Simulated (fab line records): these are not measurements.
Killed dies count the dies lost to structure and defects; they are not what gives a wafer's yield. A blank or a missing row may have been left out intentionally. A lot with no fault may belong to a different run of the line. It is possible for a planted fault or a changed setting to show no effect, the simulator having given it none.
Problem report, 8D (eight disciplines) form, completed by code ; flow gf180mcu ; the parts of the form that need people (team, actions taken, sign-off) are left out

1. WHAT IS WRONG
Wafers free of any fault read 0.1599 ohm/sq (standard deviation 0.0026) for MIM_ALCU_RS at GF_MIM_RS_MEAS_10, against a mean of 0.1755 ohm/sq on 2 wafers of 2 lots. That is +6.0 standard deviations from the usual mean.
The step: measures by four-point-probe.
First observed at day 28 04:50: wafer L613.3, on film_metro-01. The record has a number at this step for 15 wafers belonging to 6 lots. The rule behind "out" and "out of limits": a value lying over 4 standard deviations away from the usual mean. All remaining wafers that have a number are taken as sound.

2. WHAT IT IS AND WHAT IT IS NOT
question;is;is not
which readings at this step;MIM_ALCU_RS;-
which lots;L613, L615;L606, L608, L616, L617
which wafers of those lots;L613.3, L615.3;L613.5
read on which gauges;film_metro-01, film_metro-03;-
when;from day 28 04:50;"up to then (7 sound wafers); but 6 sound wafers of L616, L617 came after"

3. THE SUSPECTS, EACH WITH WHAT RULES IT OUT
Counting: if a tool at a process step up to the reading ran every lot that is out, it stays a suspect. Sound lots after the first of them don't rule it out here, since some wafers of a struck lot are sound.
- the gauge at GF_MIM_RS_MEAS_10: ruled out. The wafers that are out were read on 2 gauges (film_metro-01, film_metro-03).
- pvd_sputter-01 at GF_MIM_SPUTTER_00 (material Ti, target thk 37.5 nm, time 150 s): kept. It processed each lot that is out (first: L613, day 28 04:23); up to then, its last sound lot is L608 (day 26 15:05).
- pvd_sputter-01 at GF_MIM_SPUTTER_02 (material AlCu, target thk 450 nm, time 23.9 s): kept. It processed each lot that is out (first: L613, day 28 04:31); up to then, its last sound lot is L608 (day 26 15:13).
- pvd_sputter-01 at GF_MIM_SPUTTER_03 (material Ti, target thk 10 nm, time 6.7 s): kept. It processed each lot that is out (first: L613, day 28 04:33); up to then, its last sound lot is L608 (day 26 15:15).
- pvd_sputter-01 at GF_MIM_SPUTTER_04 (material TiN, target thk 50 nm, time 41.7 s): kept. It processed each lot that is out (first: L613, day 28 04:34); up to then, its last sound lot is L608 (day 26 15:16).
- pecvd-01 at GF_MIM_CVD_05 (deposits Si3N4, target thk 42 nm, time 29.086 s): kept. It ran every lot that is out, first L613 (day 28 04:37).
- pvd_sputter-04 at GF_MIM_SPUTTER_08 (material AlCu, target thk 200 nm, time 10.6 s): kept. It processed each lot that is out (first: L613, day 28 04:45); up to then, its last sound lot is L608 (day 26 15:26).
- At GF_MIM_CVD_05 on pecvd-01, chamber 2 took the sound wafers of the same lots and chamber 0 took the wafers that are out.
Left after counting: pvd_sputter-01 at GF_MIM_SPUTTER_00, pvd_sputter-01 at GF_MIM_SPUTTER_02, pvd_sputter-01 at GF_MIM_SPUTTER_03, pvd_sputter-01 at GF_MIM_SPUTTER_04, pecvd-01 at GF_MIM_CVD_05, pvd_sputter-04 at GF_MIM_SPUTTER_08.

4. THE CAUSE (what the simulator had put in)
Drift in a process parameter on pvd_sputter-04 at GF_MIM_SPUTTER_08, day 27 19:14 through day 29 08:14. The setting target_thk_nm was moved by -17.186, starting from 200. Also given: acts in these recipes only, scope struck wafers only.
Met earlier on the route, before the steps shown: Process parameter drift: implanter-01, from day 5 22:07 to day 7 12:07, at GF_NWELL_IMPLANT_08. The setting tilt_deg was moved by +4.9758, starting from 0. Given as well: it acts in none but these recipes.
Counting leaves 6 suspects; this tool is one of them.

5. THE EFFECT CHAIN, in route order
Rows list readings where the struck wafers' mean (over those with a number) sits beyond 3 standard deviations from the usual. Only readings whose record carries a usual standard deviation are examined. hours: median over the lots of the time between each lot's start at the first step of this table that gives one and its start at this step. sigmas: the change, counted in usual standard deviations.
hours;step;reading;usual;on struck wafers;change;sigmas
0;GF_MIM_RS_MEAS_10;MIM_ALCU_RS;0.1599 ohm/sq;0.1755;+0.0156;+6.0
0;GF_MIM_THK_MEAS_11;MIM_ALCU_THK;203 nm;186;-17;-4.7
19;GF_MIM_METAL_ETCH_19;oes_product_au;0.943 a.u.;0.911;-0.031;-4.3
The process steps in it:
- GF_MIM_METAL_ETCH_19: etches the open film in Cl2/BCl3, stops on Si3N4, target depth 324.5 nm, time 54.1 s.

6. HOW IT WOULD HAVE BEEN CAUGHT EARLIER
The first out-of-limits reading at a measuring or inspecting step in this record came at day 28 04:50, 10 hours after the fault's start at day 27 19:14.
An alarm limit of 4 standard deviations would not have fired on the tool readings at GF_MIM_SPUTTER_08 for which the record gives a usual standard deviation, since none of them was out on any struck wafer.
Of the lots that are out (2), L615 began GF_MIM_SPUTTER_08 on pvd_sputter-04 after day 28 04:50. Holding the tool at that time would have saved it.
